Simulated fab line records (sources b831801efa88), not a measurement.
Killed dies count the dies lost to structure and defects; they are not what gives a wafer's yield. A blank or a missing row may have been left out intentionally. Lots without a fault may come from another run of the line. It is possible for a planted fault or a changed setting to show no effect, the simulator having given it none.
fab line records ; flow sky130
record: lots: 6; wafers: 18; last_day: 49
route steps=708 shown PWDE@47 NWELL@56 PAD_OPEN@708
lots with no fault: from the same line, run without faults
start_h: hours from the record's opening day to when the first of the lot's shown wafers began ; wait_h: how many hours have passed since the lot's step before this one ; " repeats the value in the row above ; L1.1+2: a row that stands for several wafers ; - no value, or no start given ; * or withheld: withheld ; < > ~ a bound
route shown NAME@n: names a module that has steps shown in the file, with the first one's number in the route ; usual: mean/standard deviation of fault-free wafers ; same: alike in all rows ; chamber/n: place in a boat ; sites: each site's reading ; _std_site: how widely they spread, as a standard deviation ; _edge_site: inner sites' mean taken away from outer sites' mean ; radius_mm: for every site, how far away it sits from the centre of the wafer ; mask NAME#n: copy n ; behind: the tool/chamber that last shaped the wafer ; hold: why the lot was held/for how many hours/how that ended ; device: which transistor (n, p or np) failed to switch ; end of line: at the end of the route, the tests of the same wafers ; for a step that has no rows: nothing shown but its recipe ; killed: not the wafer's yield, but the dies lost to structure and defects at the first sort ; map: per-die view of a wafer (x killed, . not killed, _ where there is no die)
set.NAME: the setting as run; set.NAME@STEP: as run at that earlier step ; model.NAME: the simulator's own value behind a step, which no gauge read
a table for each step, a row for each wafer; lots at some steps of the route
services: when a tool's chamber went out of use (start_h, in hours from the record's first day, below 0 if earlier), for how many hours, and the reason
== steps ==
step: SKY_PWDE_COAT_02
recipe: spin_rpm: 2000; resist_thk_nm: 3000
step: SKY_PWDE_SOFTBAKE_03
recipe: temp_c: 110; time_s: withheld
step: SKY_PWDE_EXPOSE_04
recipe: mask_id: PWDEM; na: 0.6; source_shape: conventional; sigma_outer: 0.6; polarization: unpolarized; target_cd_nm: 840; dose_mj: 214
step: SKY_PWDE_PEB_05
recipe: temp_c: 115; time_s: withheld
step: SKY_PWDE_DEVELOP_06
recipe: wall_angle_deg: 90; developer: TMAH; develop_time_s: 60; dev_temp_c: 23
step: SKY_PWDE_OVL_MEAS_07
usual: PWDE_OVL: -0.4/1
lot.wafer;tool;chamber;start_h;wait_h;PWDE_OVL[nm]
L713.1;overlay-01;-;75.49;-;-0.7
L713.3;overlay-01;-;75.49;-;1.0
L713.4;overlay-01;-;75.49;-;0.3
L723.1;overlay-01;-;130.48;-;1.0
L723.2;overlay-01;-;130.48;-;0.1
L723.3;overlay-01;-;130.48;-;-0.4
L724.1;overlay-02;-;135.88;-;-0.3
L724.2;overlay-02;-;135.88;-;-0.3
L724.6;overlay-02;-;135.88;-;0.3
L725.1;overlay-01;-;140.88;-;-1.8
L725.3;overlay-01;-;140.88;-;-1.0
L725.5;overlay-01;-;140.88;-;-2.4
L727.2;overlay-02;-;152.55;-;0.1
L727.3;overlay-02;-;152.55;-;-1.4
L727.4;overlay-02;-;152.55;-;1.3
L731.1;overlay-01;-;178.63;-;-0.1
L731.2;overlay-01;-;178.63;-;-0.2
L731.4;overlay-01;-;178.63;-;-1.4
step: SKY_PWDE_IMPLANT_08
recipe: species: B; energy_kev: 150; dose_cm2: 3.6e+12; tilt_deg: withheld
step: SKY_PWDE_STRIP_09
recipe: chemistry: O2/N2; power_w: 1400; pressure_mtorr: 1500; platen_temp_c: withheld; o2_flow_sccm: 3000; n2_flow_sccm: 300; overash_fraction: 0.5
usual: drypump_motor_current_A: 5.4/0.47; oes_product_au: 0.722/0.0043; strip_time_to_endpoint_s: 36.94/0.1
lot.wafer;tool;chamber;start_h;wait_h;drypump_motor_current_A;oes_product_au;rf_hours_counter_h;strip_time_to_endpoint_s
L713.1;plasma_asher-02;1;75.68;0.1;6.1;0.726;41;37.03
L713.3;plasma_asher-02;1;75.68;0.1;6.1;0.723;-;37.08
L713.4;plasma_asher-02;0;75.68;0.1;5.0;0.729;-;37.16
L723.1;plasma_asher-04;1;130.67;0.1;5.2;0.727;33;36.96
L723.2;plasma_asher-04;0;130.67;0.1;5.0;0.726;33;37.00
L723.3;plasma_asher-04;0;130.67;0.1;5.0;0.719;-;36.95
L724.1;plasma_asher-03;0;136.07;0.1;5.2;0.721;43;36.85
L724.2;plasma_asher-03;1;136.07;0.1;6.0;0.729;43;36.85
L724.6;plasma_asher-03;0;136.07;0.1;5.2;0.725;-;36.94
L725.1;plasma_asher-04;0;141.07;0.1;5.0;0.719;34;36.77
L725.3;plasma_asher-04;0;141.07;0.1;5.0;0.720;-;36.90
L725.5;plasma_asher-04;0;141.07;0.1;5.0;0.716;-;36.69
L727.2;plasma_asher-02;0;152.73;0.1;5.0;0.719;3;36.77
L727.3;plasma_asher-02;1;152.73;0.1;6.1;0.726;-;36.85
L727.4;plasma_asher-02;0;152.73;0.1;5.0;0.725;-;36.79
L731.1;plasma_asher-02;1;178.82;0.1;6.1;0.721;5;37.03
L731.2;plasma_asher-02;0;178.82;0.1;5.0;0.719;5;36.89
L731.4;plasma_asher-02;1;178.82;0.1;6.1;0.721;-;36.98
step: SKY_PWDE_TW_MEAS_10
usual: PWDE_TW: 378.5/2.5
lot.wafer;tool;chamber;start_h;wait_h;PWDE_TW
L713.1;film_metro-01;-;75.78;0.1;383.1
L713.3;film_metro-01;-;75.78;0.1;382.4
L713.4;film_metro-01;-;75.78;0.1;379.7
L723.1;film_metro-01;-;130.77;0.1;380.1
L723.2;film_metro-01;-;130.77;0.1;381.5
L723.3;film_metro-01;-;130.77;0.1;379.8
L724.1;film_metro-02;-;136.17;0.1;378.6
L724.2;film_metro-02;-;136.17;0.1;379.2
L724.6;film_metro-02;-;136.17;0.1;378.7
L725.1;film_metro-02;-;141.17;0.1;378.8
L725.3;film_metro-02;-;141.17;0.1;379.7
L725.5;film_metro-02;-;141.17;0.1;378.0
L727.2;film_metro-02;-;152.84;0.1;376.8
L727.3;film_metro-02;-;152.84;0.1;374.4
L727.4;film_metro-02;-;152.84;0.1;372.5
L731.1;film_metro-01;-;178.92;0.1;381.6
L731.2;film_metro-01;-;178.92;0.1;381.8
L731.4;film_metro-01;-;178.92;0.1;379.4
step: SKY_NWELL_DEHYDRATE_03
recipe: temp_c: 200; time_s: 60
step: SKY_NWELL_HMDS_04
recipe: prime_time_s: 60; prime_temp_c: 120
step: SKY_NWELL_COAT_05
recipe: spin_rpm: 1961; resist_thk_nm: 3000
step: SKY_NWELL_SOFTBAKE_06
recipe: temp_c: 110; time_s: withheld
usual: heater_power_total_W: 65.32/0.14; plate_temp_C: 109.99/0.13
lot.wafer;tool;chamber;start_h;wait_h;heater_power_total_W;plate_temp_C;model.coat_of_NWELL_COAT_05.thk_nm
L713.1;litho_track-04;0;84.34;0.1;65.30;110.04;3029
L713.3;litho_track-04;0;84.34;0.1;65.11;109.90;3029
L713.4;litho_track-04;0;84.34;0.1;65.40;109.78;3026
L723.1;litho_track-03;0;140.33;0.1;65.30;110.25;3031
L723.2;litho_track-03;0;140.33;0.1;65.55;109.95;3017
L723.3;litho_track-03;0;140.33;0.1;65.58;110.04;3034
L724.1;litho_track-03;0;145.58;0.1;68.04;113.40;3006
L724.2;litho_track-03;0;145.58;0.1;67.91;113.60;3002
L724.6;litho_track-03;0;145.58;0.1;68.14;113.38;3001
L725.1;litho_track-04;0;150.74;0.1;65.16;110.00;3028
L725.3;litho_track-04;0;150.74;0.1;65.31;110.16;3033
L725.5;litho_track-04;0;150.74;0.1;65.22;109.85;3025
L727.2;litho_track-03;0;163.06;0.1;67.88;113.29;3007
L727.3;litho_track-03;0;163.06;0.1;68.27;113.28;3000
L727.4;litho_track-03;0;163.06;0.1;67.96;113.41;2989
L731.1;litho_track-04;0;188.89;0.1;65.20;110.04;3032
L731.2;litho_track-04;0;188.89;0.1;65.26;110.01;3037
L731.4;litho_track-04;0;188.89;0.1;65.51;110.00;3035
step: SKY_NWELL_EXPOSE_07
recipe: mask_id: NWM; na: 0.6; source_shape: conventional; sigma_outer: 0.6; polarization: unpolarized; target_cd_nm: 840; dose_mj: 255
step: SKY_NWELL_PEB_08
recipe: temp_c: 115; time_s: withheld
step: SKY_NWELL_DEVELOP_09
recipe: wall_angle_deg: 90; developer: TMAH; develop_time_s: 60; dev_temp_c: 23
lot.wafer;tool;chamber;start_h;wait_h;model.coat_of_NWELL_COAT_05.thk_nm
L713.1+3;litho_track-01;0;-;-;3024
L713.4;litho_track-01;0;-;-;3022
L723.1;litho_track-04;0;-;-;3027
L723.2;litho_track-04;0;-;-;3013
L723.3;litho_track-04;0;-;-;3030
L724.1;litho_track-04;0;-;-;3002
L724.2;litho_track-04;0;-;-;2997
L724.6;litho_track-04;0;-;-;2996
L725.1;litho_track-03;0;-;-;3024
L725.3;litho_track-03;0;-;-;3029
L725.5;litho_track-03;0;-;-;3021
L727.2;litho_track-03;0;-;-;3003
L727.3;litho_track-03;0;-;-;2995
L727.4;litho_track-03;0;-;-;2984
L731.1;litho_track-03;0;-;-;3028
L731.2;litho_track-03;0;-;-;3033
L731.4;litho_track-03;0;-;-;3031
step: SKY_NWELL_OVL_MEAS_10
usual: NWELL_00_OVL: 0.2/1.3
lot.wafer;tool;chamber;start_h;wait_h;NWELL_00_OVL[nm]
L713.1;overlay-02;-;92.48;-;-1.1
L713.3;overlay-02;-;92.48;-;-0.1
L713.4;overlay-02;-;92.48;-;1.1
L723.1;overlay-01;-;150.29;-;0.2
L723.2;overlay-01;-;150.29;-;-0.6
L723.3;overlay-01;-;150.29;-;-0.7
L724.1;overlay-01;-;154.79;-;0.5
L724.2;overlay-01;-;154.79;-;-0.4
L724.6;overlay-01;-;154.79;-;-1.5
L725.1;overlay-01;-;161.33;-;-0.7
L725.3;overlay-01;-;161.33;-;-0.6
L725.5;overlay-01;-;161.33;-;-1.7
L727.2;overlay-02;-;172.64;-;3.0
L727.3;overlay-02;-;172.64;-;1.6
L727.4;overlay-02;-;172.64;-;2.5
L731.1;overlay-02;-;199.78;-;1.5
L731.2;overlay-02;-;199.78;-;0.2
L731.4;overlay-02;-;199.78;-;1.7
step: SKY_NWELL_IMPLANT_11
recipe: species: P; energy_kev: 400; dose_cm2: 1.9e+13; tilt_deg: withheld
step: SKY_NWELL_IMPLANT_12
recipe: species: P; energy_kev: 120; dose_cm2: 1.3e+12; tilt_deg: withheld
step: SKY_NWELL_IMPLANT_13
recipe: species: P; energy_kev: 50; dose_cm2: 7e+11; tilt_deg: withheld
step: SKY_NWELL_STRIP_14
recipe: chemistry: O2/N2; power_w: 1400; pressure_mtorr: 1500; platen_temp_c: withheld; o2_flow_sccm: 3000; n2_flow_sccm: 300; overash_fraction: 0.5
usual: drypump_motor_current_A: 5.6/0.48; oes_product_au: 0.722/0.0044; strip_time_to_endpoint_s: 37.31/0.088
lot.wafer;tool;chamber;start_h;wait_h;drypump_motor_current_A;oes_product_au;rf_hours_counter_h;strip_time_to_endpoint_s
L713.1;plasma_asher-01;1;92.97;0.1;5.7;0.717;40;37.23
L713.3;plasma_asher-01;1;92.97;0.1;5.7;0.717;-;37.25
L713.4;plasma_asher-01;0;92.97;0.1;6.4;0.717;-;37.23
L723.1;plasma_asher-03;1;150.78;0.1;6.1;0.724;45;37.28
L723.2;plasma_asher-03;0;150.78;0.1;5.2;0.725;45;37.13
L723.3;plasma_asher-03;1;150.78;0.1;6.1;0.718;-;37.31
L724.1;plasma_asher-04;0;155.28;0.1;5.0;0.722;36;37.00
L724.2;plasma_asher-04;1;155.28;0.1;5.2;0.727;36;36.94
L724.6;plasma_asher-04;0;155.28;0.1;5.0;0.730;-;36.92
L725.1;plasma_asher-04;0;161.82;0.1;5.0;0.725;36;37.25
L725.3;plasma_asher-04;1;161.82;0.1;5.2;0.727;-;37.31
L725.5;plasma_asher-04;1;161.82;0.1;5.2;0.725;-;37.20
L727.2;plasma_asher-03;1;173.12;0.1;6.0;0.714;47;37.00
L727.3;plasma_asher-03;0;173.12;0.1;5.2;0.718;-;36.90
L727.4;plasma_asher-03;1;173.12;0.1;6.0;0.725;-;36.78
L731.1;plasma_asher-01;1;200.27;0.1;5.7;0.723;51;37.30
L731.2;plasma_asher-01;0;200.27;0.1;6.3;0.724;51;37.36
L731.4;plasma_asher-01;0;200.27;0.1;6.3;0.715;-;37.34
step: SKY_NWELL_TW_MEAS_15
usual: NWELL_TW: 1846/9.7
lot.wafer;tool;chamber;start_h;wait_h;NWELL_TW
L713.1;film_metro-01;-;93.07;0.1;1864
L713.3;film_metro-01;-;93.07;0.1;1855
L713.4;film_metro-01;-;93.07;0.1;1861
L723.1;film_metro-01;-;150.88;0.1;1857
L723.2;film_metro-01;-;150.88;0.1;1849
L723.3;film_metro-01;-;150.88;0.1;1845
L724.1;film_metro-01;-;155.38;0.1;1847
L724.2;film_metro-01;-;155.38;0.1;1843
L724.6;film_metro-01;-;155.38;0.1;1855
L725.1;film_metro-01;-;161.92;0.1;1853
L725.3;film_metro-01;-;161.92;0.1;1856
L725.5;film_metro-01;-;161.92;0.1;1844
L727.2;film_metro-02;-;173.23;0.1;1828
L727.3;film_metro-02;-;173.23;0.1;1822
L727.4;film_metro-02;-;173.23;0.1;1833
L731.1;film_metro-01;-;200.37;0.1;1852
L731.2;film_metro-01;-;200.37;0.1;1848
L731.4;film_metro-01;-;200.37;0.1;1848
step: SKY_PAD_OPEN_PROBE_99
usual: killed_at_M0_to_M3: 45/6.8; killed_at_M4_up: 3.1/2; killed_at_contacts: 23/5.2; killed_at_front_end: 14/3.7; killed_at_other: 0.3/0.61; killed_dies: 86/9; killed_open: 46/6.9; killed_short: 39/6.4
same: gross_dies: 492; killed_at_back_side: 0
lot.wafer;tool;chamber;start_h;wait_h;killed_at_M0_to_M3;killed_at_M4_up;killed_at_contacts;killed_at_front_end;killed_at_other;killed_dies;killed_open;killed_short
L725.1;prober-02;-;1151.36;0.1;53;1;34;12;0;100;52;48
L725.3;prober-02;-;1151.46;0.2;53;4;16;15;0;88;51;34
L725.5;prober-02;-;1151.56;0.2;45;4;26;8;0;83;47;36
L731.1;prober-02;-;1182.95;0.1;47;2;23;12;1;85;40;43
L731.2;prober-02;-;1183.00;0.1;42;5;31;11;0;89;55;34
L731.4;prober-02;-;1183.10;0.2;44;3;21;7;0;75;38;37
killed by level:class
L725.1 CONTACT:geometric_particle:open=14 VIA1:geometric_particle:open=12 CONTACT:geometric_particle:short=7 METAL2:geometric_particle:short=7 VIA3:geometric_particle:open=6 LOCAL_INTERCONNECT:geometric_particle:short=5 METAL1:geometric_particle:short=5 VIA1:geometric_particle:short=5
L725.3 VIA1:geometric_particle:open=18 METAL1:geometric_particle:short=7 METAL2:geometric_particle:short=6 POLY_GATE:geometric_particle:open=6 VIA3:geometric_particle:open=6 CONTACT:geometric_particle:open=5 LI_CONTACT:geometric_particle:open=4 LOCAL_INTERCONNECT:geometric_particle:short=4
L725.5 VIA2:geometric_particle:open=10 VIA1:geometric_particle:open=9 CONTACT:geometric_particle:open=8 LI_CONTACT:geometric_particle:open=7 METAL1:geometric_particle:short=7 VIA3:geometric_particle:open=6 LOCAL_INTERCONNECT:geometric_particle:short=5 METAL2:geometric_particle:short=4
L731.1 VIA1:geometric_particle:open=8 LI_CONTACT:geometric_particle:open=8 VIA1:geometric_particle:short=7 VIA3:geometric_particle:open=7 CONTACT:geometric_particle:open=6 METAL1:geometric_particle:short=5 METAL2:geometric_particle:short=5 VIA3:geometric_particle:short=5
L731.2 CONTACT:geometric_particle:open=13 VIA2:geometric_particle:open=8 VIA1:geometric_particle:open=7 VIA1:geometric_particle:short=7 VIA3:geometric_particle:open=7 CONTACT:geometric_particle:short=6 LI_CONTACT:geometric_particle:open=6 FIELD_ISO:geometric_particle:open=4
L731.4 CONTACT:geometric_particle:open=10 VIA2:geometric_particle:open=8 METAL1:geometric_particle:short=7 VIA1:geometric_particle:open=6 METAL2:geometric_particle:short=6 CONTACT:geometric_particle:short=5 VIA3:geometric_particle:open=5 VIA1:geometric_particle:short=4
== services ==
tool;chamber;start_h;hours;kind
plasma_asher-04;-;74.31;2.0;repair
plasma_asher-01;-;80.04;0.5;repair
plasma_asher-02;-;106.94;0.5;repair
plasma_asher-02;-;108.75;9.0;pm
plasma_asher-02;0;108.75;9.0;vent_cycle
plasma_asher-02;1;108.75;9.0;vent_cycle
plasma_asher-02;0;117.75;-;clean
plasma_asher-02;1;117.75;-;clean
plasma_asher-03;-;174.20;0.9;repair
== key ==
first_sign: step: SKY_NWELL_SOFTBAKE_06; reading: plate_temp_C; direction: up; sigmas: 26; usual: *; struck: *
effect: step: SKY_NWELL_SOFTBAKE_06; reading: heater_power_total_W; direction: up; sigmas: 20; usual: *; struck: *
effect: step: SKY_NWELL_STRIP_14; reading: strip_time_to_endpoint_s; direction: down; sigmas: 4.4; usual: *; struck: *
model_effect: step: SKY_NWELL_SOFTBAKE_06; value: coat_of_NWELL_COAT_05.thk_nm; without: 3028; struck: 3001
model_effect: step: SKY_NWELL_DEVELOP_09; value: coat_of_NWELL_COAT_05.thk_nm; without: 3024; struck: 2996
met_at SKY_NWELL_SOFTBAKE_06
struck_wafers L724.1,L724.2,L724.6,L727.2,L727.3,L727.4
tester_left_out L724,L727
onset_between 140.33 145.58
fault: kind: process_parameter_drift; tool: litho_track-03; chamber: -; onset_h: 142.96; steps: SKY_NWELL_SOFTBAKE_06; channel: temp_c; offset: *; shape: step; end_h: 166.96; acts_in: *; stated: *
tester_left_out: of these lots the tester's yield and bins aren't shown, on N5 and GAA mostly nor the transistor test; their killed dies are dies lost to structure and defects alone, not to doping, threshold or leakage, so they don't give the yield
